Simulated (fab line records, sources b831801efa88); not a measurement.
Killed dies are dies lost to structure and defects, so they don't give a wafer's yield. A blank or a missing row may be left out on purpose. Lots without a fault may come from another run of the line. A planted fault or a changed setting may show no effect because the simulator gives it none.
fab line records | flow gf180mcu
record lots=15 wafers=45 last_day=34
route steps=602 shown M2@363 V2@384
lots that met no fault: from a run of the same line without faults
start_h: hours from the record's first day to the start of the lot's first wafer shown | wait_h: hours since the lot's step before | " the same as in the row above | L1.1+2: a row that stands for several wafers | - no value, or no start given | * or withheld: withheld | < > ~ a bound
route shown NAME@n: a module of which the file shows steps, and the number in the route of the first | usual: mean/standard deviation of fault-free wafers | same: alike in all rows | chamber/n: place in a boat | sites: the reading at each site | _std_site: their standard deviation | _edge_site: outer sites' mean less inner sites' | radius_mm: how far each site lies from the wafer's centre | mask NAME#n: copy n | behind: the tool/chamber that last shaped the wafer | hold: why the lot was held/for how many hours/how that ended | device: the transistor (n, p or np) that didn't switch | end of line: the same wafers' tests at the end of the route | a step without rows: its recipe alone | killed: dies lost to structure and defects at the first sort, not the wafer's yield | map: a wafer's dies, x killed, . not, _ none there
set.NAME: the setting as run; set.NAME@STEP: as run at that earlier step | model.NAME: the simulator's own value behind a step, which no gauge read
steps of the route over a sample of lots; a table a step, a row a wafer
services: from which hour (start_h, from the record's first day; less than 0 if before it) a tool's chamber was out of use, for how many hours, and why
## steps
# step GF_M2_SPUTTER_01
# recipe material=TiN target_thk_nm=30 power_w=6500 time_s=25 chamber_pressure_pa=0.4
# usual cathode_dc_power_W=6500.1/1.2 throttle_valve_pct=29.8/0.53
# columns lot.wafer tool chamber start_h wait_h cathode_dc_power_W throttle_valve_pct
L206.1 pvd_sputter-03 - 411.25 0.1 6499.9 29.2
L206.3 " - " " 6499.7 29.9
L206.6 " - " " 6501.0 29.6
L207.2 pvd_sputter-02 - 418.47 0.1 6501.5 29.3
L207.4 " - " " 6499.3 30.0
L207.5 " - " " 6500.2 30.3
L210.1 pvd_sputter-03 - 451.00 0.1 6501.0 29.2
L210.3 " - " " 6501.3 30.4
L210.5 " - " " 6498.0 30.0
L211.3 pvd_sputter-01 - 459.79 0.1 6498.9 30.3
L211.5 " - " " 6500.2 29.1
L211.6 " - " " 6500.7 29.7
L212.2 pvd_sputter-01 - 466.02 0.1 6499.4 30.2
L212.3 " - " " 6497.9 29.8
L212.6 " - " " 6500.1 30.3
L213.1 pvd_sputter-02 - 485.73 0.1 6500.5 30.9
L213.3 " - " " 6500.2 30.0
L213.5 " - " " 6499.7 31.3
L214.1 pvd_sputter-01 - 489.66 0.1 6501.4 29.9
L214.3 " - " " 6499.4 29.9
L214.5 " - " " 6501.7 29.6
L215.3 pvd_sputter-03 - 498.34 0.1 6500.7 29.4
L215.4 " - " " 6500.7 30.0
L215.6 " - " " 6497.2 29.3
L216.1 pvd_sputter-01 - 504.78 0.1 6499.3 29.1
L216.2 " - " " 6499.7 29.5
L216.5 " - " " 6498.0 30.0
L224.3 pvd_sputter-02 - 570.40 0.1 6500.3 29.1
L224.5 " - " " 6499.0 29.7
L224.6 " - " " 6500.3 31.0
L225.1 pvd_sputter-03 - 574.12 0.1 6500.1 29.9
L225.3 " - " " 6502.4 29.1
L225.4 " - " " 6499.3 30.0
L226.1 pvd_sputter-01 - 577.87 0.1 6499.5 30.4
L226.5 " - " " 6499.7 29.7
L226.6 " - " " 6499.9 29.3
L227.1 pvd_sputter-01 - 593.90 0.1 6500.1 30.2
L227.3 " - " " 6501.5 30.1
L227.6 " - " " 6498.1 29.8
L228.3 pvd_sputter-01 - 594.80 0.1 6499.9 30.1
L228.4 " - " " 6498.2 29.6
L228.6 " - " " 6500.4 30.0
L229.1 pvd_sputter-03 - 617.59 0.1 6502.1 29.8
L229.2 " - " " 6500.6 29.7
L229.6 " - " " 6499.7 30.0
# step GF_M2_EXPOSE_11
# recipe mask_id=Metal2 target_cd_nm=280 na=0.68 source_shape=conventional sigma_outer=0.6 dose_mj=28
# usual exposure_dose_mJ_cm2=28.002/0.026 focus_offset_nm=-0.1/0.52 na=0.68/0 reticle_temp_C=22.98/0.1 stage_vel_mm_s=499.96/0.26
# columns lot.wafer tool chamber start_h wait_h mask exposure_dose_mJ_cm2 focus_offset_nm na reticle_temp_C stage_vel_mm_s
L206.1 krf_scanner-01 0 423.98 - Metal2#0 27.982 -0.4 0.68 22.78 499.85
L206.3 " 0 " " Metal2#0 27.992 0.2 0.68 22.85 500.06
L206.6 " 0 " " Metal2#0 28.041 -1.0 0.68 22.83 500.17
L207.2 krf_scanner-02 0 431.30 - Metal2#0 27.988 0.1 0.68 22.86 500.32
L207.4 " 0 " " Metal2#0 28.025 0.1 0.68 22.86 499.72
L207.5 " 0 " " Metal2#0 28.004 0.1 0.68 22.84 500.17
L210.1 krf_scanner-01 0 462.84 - Metal2#0 27.974 0.0 0.68 23.08 499.95
L210.3 " 0 " " Metal2#0 27.990 -0.3 0.68 23.10 499.96
L210.5 " 0 " " Metal2#0 28.018 -0.1 0.68 23.05 500.08
L211.3 krf_scanner-02 0 471.68 - Metal2#0 28.017 0.9 0.68 23.03 499.59
L211.5 " 0 " " Metal2#0 27.972 -0.1 0.68 23.06 499.91
L211.6 " 0 " " Metal2#0 28.008 -0.1 0.68 22.96 499.77
L212.2 krf_scanner-01 0 478.26 - Metal2#0 27.998 -0.7 0.68 22.95 500.26
L212.3 " 0 " " Metal2#0 28.013 -0.7 0.68 23.22 500.34
L212.6 " 0 " " Metal2#0 27.986 -0.2 0.68 23.19 500.27
L213.1 krf_scanner-02 0 498.09 - Metal2#0 27.976 -0.6 0.68 23.01 500.07
L213.3 " 0 " " Metal2#0 27.979 -0.6 0.68 22.92 500.06
L213.5 " 0 " " Metal2#0 27.984 -0.8 0.68 23.04 499.55
L214.1 krf_scanner-01 - 501.85 - Metal2#0 - - - - -
L214.3 " - " " Metal2#0 - - - - -
L214.5 " - " " Metal2#0 - - - - -
L215.3 krf_scanner-02 - 510.14 - Metal2#0 - - - - -
L215.4 " - " " Metal2#0 - - - - -
L215.6 " - " " Metal2#0 - - - - -
L216.1 krf_scanner-01 - 516.44 - Metal2#0 - - - - -
L216.2 " - " " Metal2#0 - - - - -
L216.5 " - " " Metal2#0 - - - - -
L224.3 krf_scanner-01 0 580.61 - Metal2#0 27.977 0.2 0.68 22.94 499.78
L224.5 " 0 " " Metal2#0 28.010 0.1 0.68 23.09 499.79
L224.6 " 0 " " Metal2#0 27.989 0.7 0.68 23.03 499.91
L225.1 krf_scanner-01 0 585.67 - Metal2#0 28.000 -0.2 0.68 22.97 499.83
L225.3 " 0 " " Metal2#0 27.999 0.1 0.68 22.88 500.26
L225.4 " 0 " " Metal2#0 28.023 0.8 0.68 22.87 499.83
L226.1 krf_scanner-01 0 589.50 - Metal2#0 27.968 -0.3 0.68 23.04 500.16
L226.5 " 0 " " Metal2#0 28.035 -0.3 0.68 23.11 499.54
L226.6 " 0 " " Metal2#0 28.014 -0.2 0.68 23.10 499.69
L227.1 krf_scanner-01 0 603.77 - Metal2#0 28.037 -0.7 0.68 23.02 499.98
L227.3 " 0 " " Metal2#0 27.998 0.1 0.68 23.06 499.96
L227.6 " 0 " " Metal2#0 28.021 -0.4 0.68 23.06 500.00
L228.3 krf_scanner-01 0 605.01 - Metal2#0 28.022 0.1 0.68 22.88 500.19
L228.4 " 0 " " Metal2#0 28.051 0.8 0.68 23.07 500.16
L228.6 " 0 " " Metal2#0 28.038 -0.3 0.68 22.89 499.89
L229.1 krf_scanner-02 0 627.89 - Metal2#0 28.005 -0.6 0.68 23.05 499.98
L229.2 " 0 " " Metal2#0 28.024 -0.1 0.68 22.99 500.70
L229.6 " 0 " " Metal2#0 28.025 -0.1 0.68 22.85 500.32
# step GF_M2_METAL_ETCH_16
# recipe chemistry=Cl2/BCl3 mask_material=KrF target_depth_nm=750.8 stop_on=SiO2 pressure_mtorr=8 icp_w=800 bias_w=140 Cl2_flow_sccm=80 bcl3_flow_sccm=40 time_s=125.1
# usual drypump_motor_current_A=5.8/0.44 oes_product_au=0.990/0.0053 throttle_valve_pct=28.229/0.0095
# columns lot.wafer tool chamber start_h wait_h drypump_motor_current_A oes_product_au rf_hours_counter_h throttle_valve_pct
L206.1 rie_metal-03 0 436.13 0.0 5.9 0.999 3 28.223
L206.3 " 0 " " 5.9 0.996 - 28.214
L206.6 " 1 " " 6.2 0.988 - 28.219
L207.2 rie_metal-04 1 443.38 0.0 5.5 0.995 12 28.232
L207.4 " 0 " " 5.8 0.982 - 28.225
L207.5 " 0 " " 5.8 0.982 - 28.235
L210.1 rie_metal-04 1 475.26 0.0 5.6 0.998 13 28.235
L210.3 " 0 " " 5.8 0.983 - 28.247
L210.5 " 0 " " 5.8 0.985 - 28.237
L211.3 rie_metal-02 0 483.70 0.1 5.1 0.997 - 28.225
L211.5 " 1 " " 6.4 0.997 - 28.231
L211.6 " 0 " " 5.1 0.990 - 28.235
L212.2 rie_metal-02 1 490.06 0.0 6.4 0.991 6 28.219
L212.3 " 0 " " 5.2 0.990 - 28.244
L212.6 " 0 " " 5.2 0.988 - 28.236
L213.1 rie_metal-04 0 509.53 0.0 5.9 0.988 12 28.249
L213.3 " 0 " " 5.8 0.985 - 28.226
L213.5 " 0 " " 5.9 0.981 - 28.217
L214.1 rie_metal-02 1 513.41 0.0 6.4 0.996 7 28.222
L214.3 " 1 " " 6.4 0.996 - 28.228
L214.5 " 0 " " 5.1 0.983 - 28.235
L215.3 rie_metal-02 1 522.27 0.1 6.4 0.981 - 28.230
L215.4 " 0 " " 5.1 0.988 - 28.243
L215.6 " 0 " " 5.1 0.976 - 28.241
L216.1 rie_metal-02 1 528.42 0.0 6.4 0.986 7 28.242
L216.2 " 0 " " 5.1 0.985 6 28.235
L216.5 " 0 " " 5.1 0.984 - 28.236
L224.3 rie_metal-02 1 591.95 0.1 6.5 0.993 - 28.229
L224.5 " 1 " " 6.4 0.997 - 28.224
L224.6 " 0 " " 5.2 0.993 - 28.228
L225.1 rie_metal-02 0 596.02 0.0 5.1 0.986 8 28.215
L225.3 " 1 " " 6.4 0.992 - 28.227
L225.4 " 0 " " 5.1 0.997 - 28.226
L226.1 rie_metal-03 0 598.71 0.0 5.9 0.991 7 28.224
L226.5 " 0 " " 5.9 0.990 - 28.223
L226.6 " 1 " " 6.2 0.986 - 28.225
L227.1 rie_metal-02 1 614.96 0.0 6.4 0.996 10 28.219
L227.3 " 1 " " 6.4 0.985 - 28.222
L227.6 " 1 " " 6.4 0.984 - 28.234
L228.3 rie_metal-04 1 615.70 0.1 5.6 0.998 - 28.230
L228.4 " 0 " " 5.8 0.987 - 28.228
L228.6 " 1 " " 5.6 0.998 - 28.231
L229.1 rie_metal-04 0 638.32 0.0 5.8 0.985 1 28.237
L229.2 " 1 " " 5.6 0.992 5 28.218
L229.6 " 0 " " 5.8 0.986 - 28.235
# step GF_V2_CVD_02
# recipe material=SiO2 target_thk_nm=850 precursor=TEOS temp_c=400 time_s=94.851 rf_w=600
# usual heater_power_w=656/94
# columns lot.wafer tool chamber start_h wait_h heater_power_w
L206.1 pecvd-01 0 436.92 0.1 653
L206.3 " 1 " " 566
L206.6 " 2 " " 724
L207.2 pecvd-01 1 444.19 0.0 564
L207.4 " 2 " " 674
L207.5 " 0 " " 687
L210.1 pecvd-01 1 476.09 0.1 482
L210.3 " 0 " " 740
L210.5 " 0 " " 589
L211.3 pecvd-04 0 484.45 0.0 653
L211.5 " 2 " " 606
L211.6 " 0 " " 674
L212.2 pecvd-01 2 490.89 0.0 612
L212.3 " 0 " " 636
L212.6 " 2 " " 675
L213.1 pecvd-04 2 510.59 0.1 655
L213.3 " 1 " " 646
L213.5 " 0 " " 700
L224.3 pecvd-03 0 592.81 0.0 570
L224.5 " 1 " " 663
L224.6 " 2 " " 780
L225.1 pecvd-03 1 596.85 0.1 734
L225.3 " 0 " " 589
L225.4 " 1 " " 784
L226.1 pecvd-03 2 599.51 0.1 687
L226.5 " 1 " " 842
L226.6 " 0 " " 584
L227.1 pecvd-01 1 615.84 0.1 478
L227.3 " 2 " " 648
L227.6 " 0 " " 738
L228.3 pecvd-03 2 616.46 0.0 830
L228.4 " 0 " " 531
L228.6 " 1 " " 822
L229.1 pecvd-03 2 639.12 0.1 835
L229.2 " 1 " " 680
L229.6 " 2 " " 853
## services
# columns tool chamber start_h hours kind
pecvd-03 - 415.14 1.2 repair
krf_scanner-01 - 420.88 1.0 pm
krf_scanner-02 - 423.16 0.8 pm
pvd_sputter-01 - 432.86 0.8 repair
pecvd-03 2 447.59 7.7 repair
pecvd-03 1 448.44 3.7 repair
krf_scanner-02 - 455.93 2.2 repair
krf_scanner-02 - 456.68 0.1 repair
krf_scanner-02 - 459.16 4.4 pm
pecvd-03 - 488.24 0.5 repair
krf_scanner-02 - 504.28 0.3 repair
krf_scanner-01 - 506.53 1.3 pm
krf_scanner-01 - 508.12 0.7 repair
krf_scanner-02 - 523.98 1.3 pm
krf_scanner-01 - 527.11 0.8 pm
pecvd-03 2 536.96 20.8 repair
krf_scanner-02 - 537.51 1.0 pm
krf_scanner-02 - 541.28 47.9 repair
pecvd-01 - 550.27 14.6 pm
rie_metal-04 - 557.97 1.1 repair
pecvd-01 - 587.62 1.8 repair
krf_scanner-01 - 589.88 1.0 pm
pecvd-01 - 591.12 14.0 pm
pecvd-01 - 612.77 2.8 pm
## key
first_sign step=GF_M2_EXPOSE_11 reading=tool_record direction=missing
effect none on later readings
met_at GF_M2_EXPOSE_11
struck_lots L214,L215,L216
later_rows_left_out L214.1,L214.3,L214.5,L215.3,L215.4,L215.6,L216.1,L216.2,L216.5
sort_left_out L214.1,L214.3,L214.5,L215.3,L215.4,L215.6,L216.1,L216.2,L216.5
not_acting_at GF_M2_SPUTTER_01,GF_M2_METAL_ETCH_16,GF_V2_CVD_02
onset_between 498.09 501.85
fault kind=skipped_step_whole tool=krf_scanner-01,krf_scanner-02 chamber=- onset_h=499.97 steps=GF_M2_EXPOSE_11 scope=struck_lots_only
# sort_left_out: the simulated sort isn't trusted on such a fault, so these wafers' sort isn't shown, and their yield isn't known
# later_rows_left_out: the simulator's readings of these wafers behind a module that went badly wrong aren't trusted and aren't shown, but for the sort
